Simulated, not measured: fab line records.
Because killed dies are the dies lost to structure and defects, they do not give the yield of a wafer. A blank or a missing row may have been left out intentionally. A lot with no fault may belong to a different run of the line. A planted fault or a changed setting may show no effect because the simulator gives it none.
Shared-tool check ; flow gf180mcu ; Sampled: 13 lots, 51 wafers

== WHAT PROMPTED THE OPENING ==
Of 13 lots, 4 have the reading V1_CVD_00_THK flagged at GF_V1_THK_MEAS_01. Fault-free wafers read 599 nm, with a standard deviation of 7.2.
Rule: a lot gets a flag if all its wafers with a number sit over 4 standard deviations from that mean, or if no wafer of it has a number. All remaining lots are regarded as sound.

lot;measured;on;V1_CVD_00_THK (nm), wafer by wafer;flag
L522;day 17 04:24;filmMetro-03;600 606 601;
L524;day 17 17:15;filmMetro-04;598 591 595;
L527;day 19 02:01;filmMetro-02;593 593 607;
L529;day 19 16:35;filmMetro-02;593 603 609;
L530;day 20 00:13;filmMetro-02;599 590 584;
L532;day 20 22:29;filmMetro-02;596 599 605;
L533;day 21 05:00;filmMetro-02;533 539 537 533 539 537;FLAGGED
L534;day 21 10:44;filmMetro-03;535 523 536 534 523 536;FLAGGED
L535;day 22 01:00;filmMetro-02;591 596 596;
L536;day 22 06:52;filmMetro-04;592 598 598;
L537;day 22 17:01;filmMetro-03;527 524 534 527 523 535;FLAGGED
L538;day 23 00:13;filmMetro-03;528 532 531 529 532 530;FLAGGED
L541;day 23 22:42;filmMetro-02;593 601 595;
The numbers of the flagged lots are 532 nm on average: -67 nm against the usual, or -9 standard deviations.

== WHICH TOOL EACH LOT WENT THROUGH ==
2 process steps preceding the reading are held in the record, out of 602 steps in the route. In each cell: the tool, then ch and the chambers that the sampled wafers went through, then the start.
lot;flag;GF_CONTACT_CMP_27;GF_V1_CVD_00
L522;;cmp-02 ch 0,1,3, day 16 04:31;hdpcvd-02 ch 0,1,2, day 17 04:20
L524;;cmp-01 ch 0,2,3, day 16 16:53;hdpcvd-02 ch 0,1,2, day 17 17:11
L527;;cmp-02 ch 0,3, day 18 00:55;hdpcvd-01 ch 0,1,2, day 19 01:56
L529;;cmp-02 ch 0,2,3, day 18 15:28;hdpcvd-02 ch 0,2, day 19 16:31
L530;;cmp-01 ch 0,2,3, day 18 21:23;hdpcvd-01 ch 0,1,2, day 20 00:07
L532;;cmp-02 ch 0,1,2, day 19 21:10;hdpcvd-01 ch 0,1, day 20 22:24
L533;FLAGGED;cmp-02 ch 0,1,2, day 20 03:41;hdpcvd-01 ch 1,2, day 21 04:55
L534;FLAGGED;cmp-02 ch 0,1, day 20 09:44;hdpcvd-01 ch 1,2, day 21 10:40
L535;;cmp-01 ch 0,1,2, day 20 23:24;hdpcvd-02 ch 1,2, day 22 00:55
L536;;cmp-02 ch 0,1, day 21 05:29;hdpcvd-02 ch 0,1, day 22 06:47
L537;FLAGGED;cmp-01 ch 0,1,3, day 21 15:46;hdpcvd-01 ch 0,1,2, day 22 16:57
L538;FLAGGED;cmp-01 ch 0,2, day 21 23:33;hdpcvd-01 ch 0,2, day 23 00:08
L541;;cmp-02 ch 0,1,2, day 22 21:57;hdpcvd-02 ch 0,1, day 23 22:37
These steps, and what they do:
- GF_CONTACT_CMP_27: polishes, stops on SiO2, t overpolish 15 s, target thk 0 nm.
- GF_V1_CVD_00: deposits SiO2, target thk 600 nm, time 100 s.
- GF_V1_THK_MEAS_01

== FLAGGED OVER TOTAL, TOOL BY TOOL (the gauges that took the reading come last) ==
step;tool;lots run;flagged;share of the flagged lots;sound lots run after its first flagged lot
GF_CONTACT_CMP_27;cmp-01;5;2;some;0
GF_CONTACT_CMP_27;cmp-02;8;2;some;2 (L536,L541)
GF_V1_CVD_00;hdpcvd-01;7;4;all;0
GF_V1_CVD_00;hdpcvd-02;6;0;none;-
GF_V1_THK_MEAS_01;filmMetro-02;7;1;some;2 (L535,L541)
GF_V1_THK_MEAS_01;filmMetro-03;4;3;some;0
GF_V1_THK_MEAS_01;filmMetro-04;2;0;none;-

== WHAT THE TABLE ALLOWS ==
All flagged lots share 1 row of the table, namely hdpcvd-01 at GF_V1_CVD_00.
- hdpcvd-01 at GF_V1_CVD_00: 4 of its 7 lots flagged. A fault beginning between L532 (day 20 22:24), its last sound lot, and L533 (day 21 04:55), its first flagged one, fits the data.
hdpcvd-01 at GF_V1_CVD_00 is the single tool remaining.

== WHAT THE SIMULATOR PUT IN ==
Site profile drift: hdpcvd-01, from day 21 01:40 on, at GF_V1_CVD_00. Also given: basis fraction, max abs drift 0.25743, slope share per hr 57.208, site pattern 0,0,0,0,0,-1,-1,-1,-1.
Struck lots among those shown: L533, L534, L537, L538. Same finding as the rule above.
